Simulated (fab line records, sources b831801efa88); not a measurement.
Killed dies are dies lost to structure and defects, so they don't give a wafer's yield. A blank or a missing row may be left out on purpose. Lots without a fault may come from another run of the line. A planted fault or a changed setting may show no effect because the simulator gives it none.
Problem report in the 8D (eight disciplines) form, filled by code | flow gf180mcu | the parts of the form that need people (team, actions taken, sign-off) are left out

1. THE PROBLEM
SAB_CVD_00_THK at GF_SAB_THK_MEAS_01 reads a mean of 55.6 nm on 3 wafers of 2 lots; wafers without a fault read 50.3 nm with a standard deviation of 0.8. That is +6.6 standard deviations from the usual mean.
First seen on wafer L180.2, day 18 01:52, on film_metro-03. The record holds 42 wafers of 14 lots with a number at this step. Rule for "out", or "out of limits": more than 4 standard deviations from the usual mean. The other wafers with a number count as sound.

2. WHAT IT IS AND WHAT IT IS NOT
question                    | is                     | is not
which readings at this step | SAB_CVD_00_THK         | -
which lots                  | L180, L184             | L175, L176, L182, L188, L189, L190, L191, L192, L193, L195, L196, L197
which wafers of those lots  | L180.2, L184.4, L184.5 | L180.1, L180.5, L184.1
read on which gauges        | film_metro-03          | film_metro-01, film_metro-02
when                        | from day 18 01:52      | up to then (8 sound wafers); but 31 sound wafers of L182, L184, L188, L189, L190, L191, L192, L193, L195, L196, L197 came after

3. SUSPECTS, AND WHAT RULES EACH OUT
Counting: a tool at a process step up to the reading stays a suspect if it ran every lot that is out. Sound lots after the first of them don't rule it out here, since some wafers of a struck lot are sound.
- the gauge at GF_SAB_THK_MEAS_01: kept. All the wafers that are out were read on film_metro-03, and no step on other tools shows them out.
- pecvd-03 at GF_SAB_CVD_00 (deposits SiO2 from TEOS, target thk 50 nm, time 4.9302 s): kept. It ran every lot that is out, first L180 (day 18 01:50); its last sound lot up to then is L176 (day 16 12:21).
- Within pecvd-03 at GF_SAB_CVD_00: the wafers that are out ran in chamber 0; their sound lot-mates ran in chambers 1, 2.
Left after counting: pecvd-03 at GF_SAB_CVD_00, film_metro-03 at GF_SAB_THK_MEAS_01.

4. THE CAUSE (what the simulator had put in)
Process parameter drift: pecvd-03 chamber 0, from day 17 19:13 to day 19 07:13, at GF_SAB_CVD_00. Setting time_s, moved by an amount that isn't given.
Counting left 2 suspects, and this tool is among them.

5. THE CHAIN OF EFFECTS, in route order
Each row: a reading whose mean over the struck wafers that have a number lies more than 3 standard deviations from the usual. Only readings for which the record gives a usual standard deviation are gone through. hours: the time from each lot's start at the first step in this table that gives one to its start at this step, as a median over the lots. sigmas: the change in usual standard deviations.
hours | step               | reading        | usual   | on struck wafers | change | sigmas
0     | GF_SAB_THK_MEAS_01 | SAB_CVD_00_THK | 50.3 nm | 55.6             | +5.3   | +6.6
Later measuring or inspecting steps at which every struck wafer that the step has a row for has a number for every such reading, and none has moved that far: GF_SAB_CD_MEAS_09, GF_CONTACT_BOW_MEAS_05.

6. WHAT WOULD HAVE CAUGHT IT SOONER
In this record the first reading out of limits at a measuring or inspecting step was taken at day 18 01:52, 7 hours after the fault began at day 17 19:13.
Of the tool readings at GF_SAB_CVD_00 for which the record gives a usual standard deviation, none was out on any struck wafer, so an alarm limit of 4 standard deviations on them would not have fired.
Of the lots that are out (2), L184 began GF_SAB_CVD_00 on pecvd-03 after day 18 01:52. A hold on the tool at that time would have spared it.
